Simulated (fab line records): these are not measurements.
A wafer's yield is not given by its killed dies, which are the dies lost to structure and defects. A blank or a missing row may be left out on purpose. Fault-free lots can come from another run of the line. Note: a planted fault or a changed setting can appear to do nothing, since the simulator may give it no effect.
Split-lot experiment + flow gf180mcu + 23 wafers read from 5 lots, route of 602 steps

## THE SPLIT
At GF_VT_IMPLANT_IMPLANT_41, the setting doseCm2 was moved away from the recipe's 1.013e+12 on 9 of the 23 wafers read, by -3.7% to +4.2%. For the rest of the wafers, this setting stayed at what the recipe calls for.

## FROM THE SPLIT ON TO THE READING: in between, the file shows 1 step
- GF_VT_IMPLANT_STRIP_42: strips in O2/N2

## THE READING
VT_IMPLANT_4_TW, at GF_VT_IMPLANT_TW_MEAS_43. On this fab line, fault-free wafers typically give 694 with a standard deviation of 3.4.

| wafer  | tool, chamber at the split | doseCm2 as run | against the recipe | VT_IMPLANT_4_TW | against lot-mates on the recipe |
|--------|----------------------------|----------------|--------------------|-----------------|---------------------------------|
| L076.1 | implanter-04, 0            | 1.013e+12      | recipe             | 694             | -                               |
| L076.4 | implanter-04, 0            | 1.013e+12      | recipe             | 693             | -                               |
| L076.5 | implanter-04, 0            | 1.013e+12      | recipe             | 690             | -                               |
| L077.1 | implanter-01, 0            | 9.85e+11       | -2.8%              | 684             | -8                              |
| L077.2 | implanter-01, 0            | 1.013e+12      | recipe             | 693             | -                               |
| L077.3 | implanter-01, 0            | 1.013e+12      | recipe             | 690             | -                               |
| L077.5 | implanter-01, 0            | 1.013e+12      | recipe             | 693             | -                               |
| L077.6 | implanter-01, 0            | 9.85e+11       | -2.8%              | 685             | -7                              |
| L081.1 | implanter-01, 0            | 1.013e+12      | recipe             | 691             | -                               |
| L081.2 | implanter-01, 0            | 1.013e+12      | recipe             | 692             | -                               |
| L081.4 | implanter-01, 0            | 1.013e+12      | recipe             | 694             | -                               |
| L081.5 | implanter-01, 0            | 9.751e+11      | -3.7%              | 686             | -6                              |
| L081.6 | implanter-01, 0            | 9.751e+11      | -3.7%              | 683             | -9                              |
| L082.1 | implanter-04, 0            | 1.013e+12      | recipe             | 699             | -                               |
| L082.2 | implanter-04, 0            | 1.056e+12      | +4.2%              | 708             | +10                             |
| L082.3 | implanter-04, 0            | 1.056e+12      | +4.2%              | 707             | +9                              |
| L082.4 | implanter-04, 0            | 1.056e+12      | +4.2%              | 707             | +9                              |
| L082.5 | implanter-04, 0            | 1.013e+12      | recipe             | 697             | -                               |
| L083.1 | implanter-04, 0            | 1.013e+12      | recipe             | 698             | -                               |
| L083.2 | implanter-04, 0            | 1.013e+12      | recipe             | 695             | -                               |
| L083.3 | implanter-04, 0            | 1.013e+12      | recipe             | 695             | -                               |
| L083.4 | implanter-04, 0            | 1.054e+12      | +4.0%              | 706             | +10                             |
| L083.6 | implanter-04, 0            | 1.054e+12      | +4.0%              | 702             | +6                              |

FIT RESULTS
A straight line over all 23 wafers: VT_IMPLANT_4_TW changes by +2.88 for each +1% of doseCm2; r = +0.94; the points scatter about the line by 2.5.
The same after taking each lot's own level away (the mean of its wafers on the recipe; 23 wafers): +2.19 for each +1%; r = +0.96; scatter 1.5.
The reading moves by 9.3 for the largest change in doseCm2, on that fit.
From 692.0 to 698.0: that is the span of the lots' own levels, equal to 1.8 times the standard deviation above.
Thus the slope moves with the lot-to-lot level: the two fits are different.
Check: +8.96 against its lot-mates is what the line predicts for one of the wafers moved furthest among these (+4.2%) when that wafer is left out of the fit. Against them it came out at +10.

## THE FILE'S OWN FIT
VT_IMPLANT_4_TW changes by +2.23 for each +1% of doseCm2, r = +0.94.
